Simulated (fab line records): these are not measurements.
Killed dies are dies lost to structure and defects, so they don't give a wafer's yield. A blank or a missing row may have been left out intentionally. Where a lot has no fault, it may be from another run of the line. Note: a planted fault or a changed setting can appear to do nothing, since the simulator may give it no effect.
The tool behind it: which one?    flow sky130    33 wafers from 11 lots sampled at 4 of the route's 708 steps

## WHAT EACH GAUGE READ, for each wafer
SKY_CONTACT_RS_MEAS_25: the measuring method here is four-point-probe.
lot   measured      on             CONTACT_W_RS (ohm/sq)
L254  day 30 22:23  film_metro-03  0.334 0.336 0.341
L255  day 32 00:20  film_metro-03  0.343 0.338 0.339
L258  day 32 23:39  film_metro-02  0.337 0.333 0.339
L257  day 33 03:25  film_metro-03  0.339 0.339 0.340
L260  day 34 14:46  film_metro-02  0.347 0.345 0.345
L263  day 34 21:26  film_metro-03  0.344 0.342 0.343
L265  day 36 20:03  film_metro-02  0.343 0.342 0.342
L269  day 37 01:08  film_metro-03  0.284 0.280 0.284
L271  day 37 01:51  film_metro-02  0.279 0.280 0.278
L272  day 37 05:55  film_metro-02  0.333 0.330 0.331
L276  day 38 12:23  film_metro-03  0.340 0.337 0.339

## WHAT TOOL EACH LOT RAN ON (gives the tool, then ch and the chambers of the sampled wafers, and finally the start)
lot   SKY_LI_CONTACT_CMP_24          SKY_CONTACT_SPUTTER_23        SKY_CONTACT_CVD_24
L254  cmp-02 ch 1,2,3, day 28 11:54  pvd_sputter-01, day 30 22:13  cvd_w-02 ch 0,1, day 30 22:16
L255  cmp-02 ch 1,2,3, day 29 13:36  pvd_sputter-04, day 32 00:10  cvd_w-01 ch 0,1, day 32 00:13
L258  cmp-02 ch 0,1,3, day 30 12:25  pvd_sputter-04, day 32 23:28  cvd_w-02 ch 0,1, day 32 23:31
L257  cmp-01 ch 1,2,3, day 30 17:48  pvd_sputter-01, day 33 03:14  cvd_w-01 ch 0,1, day 33 03:18
L260  cmp-02 ch 0,1,3, day 32 04:51  pvd_sputter-01, day 34 14:36  cvd_w-01 ch 0,1, day 34 14:40
L263  cmp-02 ch 0,3, day 32 12:47    pvd_sputter-04, day 34 21:16  cvd_w-01 ch 0,1, day 34 21:19
L265  cmp-01 ch 2,3, day 34 12:28    pvd_sputter-04, day 36 19:53  cvd_w-01 ch 0,1, day 36 19:56
L269  cmp-02 ch 1,3, day 34 17:26    pvd_sputter-03, day 37 00:57  cvd_w-01 ch 0,1, day 37 01:01
L271  cmp-01 ch 0,1, day 34 18:26    pvd_sputter-04, day 37 01:39  cvd_w-01 ch 0,1, day 37 01:43
L272  cmp-02 ch 2,3, day 34 21:21    pvd_sputter-04, day 37 05:42  cvd_w-02 ch 0,1, day 37 05:47
L276  cmp-01 ch 0,2, day 36 07:10    pvd_sputter-01, day 38 12:13  cvd_w-02 ch 0,1, day 38 12:16
- SKY_LI_CONTACT_CMP_24: polishes, stops on PSG, t overpolish 20 s, target thk 0 nm.
- SKY_CONTACT_SPUTTER_23: material TiN, target thk 20 nm, time 80 s.
- SKY_CONTACT_CVD_24: deposits W, target thk 340 nm, time 102.12 s.

## THE ANSWER, worked out from the rows above alone
Rule: what is usual is taken from the lots themselves. The widest of any qualifying gaps counts: lots, ordered by their means at a reading, are off when they make up no more than a third of the lots, leave a main group of 4 or more, and stand apart from it by 3 or more times the standard deviation of that group's means. The tables above print the reading to a certain number of digits; a main group whose means all agree to those digits is not used. Also off: a lot with no number at a reading for which 4 or more lots have one. Where the step has rows for the other lots, those lots are counted as sound.
Off: L269, L271, at SKY_CONTACT_RS_MEAS_25 (CONTACT_W_RS). The main group: mean 0.339 ohm/sq, standard deviation 0.004.
A tool fits if, at a process step before that reading, it ran every lot that is off, and no sound lot after the first of them. The gauges at SKY_CONTACT_RS_MEAS_25 are tried like those tools. One fits: SKY_CONTACT_CVD_24 on cvd_w-01. A fault onset in the window from L265 (day 36 19:56, its last sound lot) to L269 (day 37 01:01, its first lot off) fits.

## WHAT THE SIMULATOR PUT IN
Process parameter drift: cvd_w-01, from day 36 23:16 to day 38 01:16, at SKY_CONTACT_CVD_24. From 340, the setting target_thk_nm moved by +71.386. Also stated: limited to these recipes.
Shown lots that were struck: L269, L271. The same result came from the rule above.
